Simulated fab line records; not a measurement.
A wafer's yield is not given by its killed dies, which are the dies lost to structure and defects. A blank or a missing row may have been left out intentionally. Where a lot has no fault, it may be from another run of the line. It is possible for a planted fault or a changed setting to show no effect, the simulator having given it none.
One fault through the eyes of 2 desks / flow gf180mcu / each desk holds nothing but its own numbers, with what lay behind them at the end

## THE TOOL OWNER'S DESK: implanter-01
For each lot that ran on this tool, the mean over its sampled wafers that have a number, from the tool's own readings at GF_HV_LDD_IMPLANT_35. Any lot whose mean is over 4 standard deviations away from the usual mean is out of limits and marked OUT; that distance is given in the brackets.
Columns: A = dose-ions-cm2 at GF_HV_LDD_IMPLANT_35, usual 7.501e+12; B = faraday-current-uA at GF_HV_LDD_IMPLANT_35, usual 42.2; C = tilt-deg at GF_HV_LDD_IMPLANT_35, usual 29.997 degrees
lot=L937; first seen here=day 12 16:38; A=7.501e+12; B=42.2; C=29.984
lot=L942; first seen here=day 14 08:53; A=7.502e+12; B=42.5; C=29.998
lot=L944; first seen here=day 14 22:04; A=8.102e+12 (+74) OUT; B=45.7 (+4.4) OUT; C=30.017
lot=L945; first seen here=day 15 07:35; A=8.105e+12 (+75) OUT; B=45.8 (+4.5) OUT; C=29.984
This desk finds L944, L945 out of limits, L944 being first, at day 14 22:04 (dose-ions-cm2 at GF_HV_LDD_IMPLANT_35). In limits: L937, L942.

## THE METROLOGY DESK
Lot by lot, what the gauges showed, no matter which tool ran the lot: averages of those sampled wafers that carry a number. Any lot whose mean is over 4 standard deviations away from the usual mean is out of limits and marked OUT; that distance is given in the brackets.
Columns: A = HV_LDD_2_TW at GF_HV_LDD_TW_MEAS_23, usual 1059; B = cd-nm at GF_HV_LDD_CD_MEAS_31, usual 400.0 nm; C = HV_LDD_02_OVL at GF_HV_LDD_OVL_MEAS_32, usual -0.9 nm
lot=L937; first seen here=day 11 21:14; A=1048; B=396.3; C=-0.9
lot=L942; first seen here=day 13 11:39; A=1050; B=397.7; C=-0.6
lot=L944; first seen here=day 14 00:57; A=1060; B=398.3; C=1.2
lot=L945; first seen here=day 14 10:02; A=1072; B=397.2; C=-0.7
lot=L946; first seen here=day 14 11:33; A=1070; B=400.8; C=-1.0
lot=L953; first seen here=day 16 23:38; A=1058; B=403.3; C=-0.9
This desk's verdict: no lot among the 6 shows anything out of limits.

## ALL TOGETHER
On L944, L945, at day 14 22:04, an alarm was possible from the tool owner's desk.
From the metrology desk's view, nothing was out of limits.
The metrology desk holds a record of L944, L945, inside its limits.
On implanter-01, each named lot ran GF_HV_LDD_IMPLANT_35.

## WHAT THE SIMULATOR PUT IN
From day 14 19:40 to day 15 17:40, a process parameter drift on implanter-01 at GF_HV_LDD_IMPLANT_35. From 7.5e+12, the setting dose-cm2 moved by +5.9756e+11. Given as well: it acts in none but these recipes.
Lots struck among those shown: L944, L945.
Delay in hours, fault start to first out-of-limits reading, by desk: the tool owner's desk at 2.
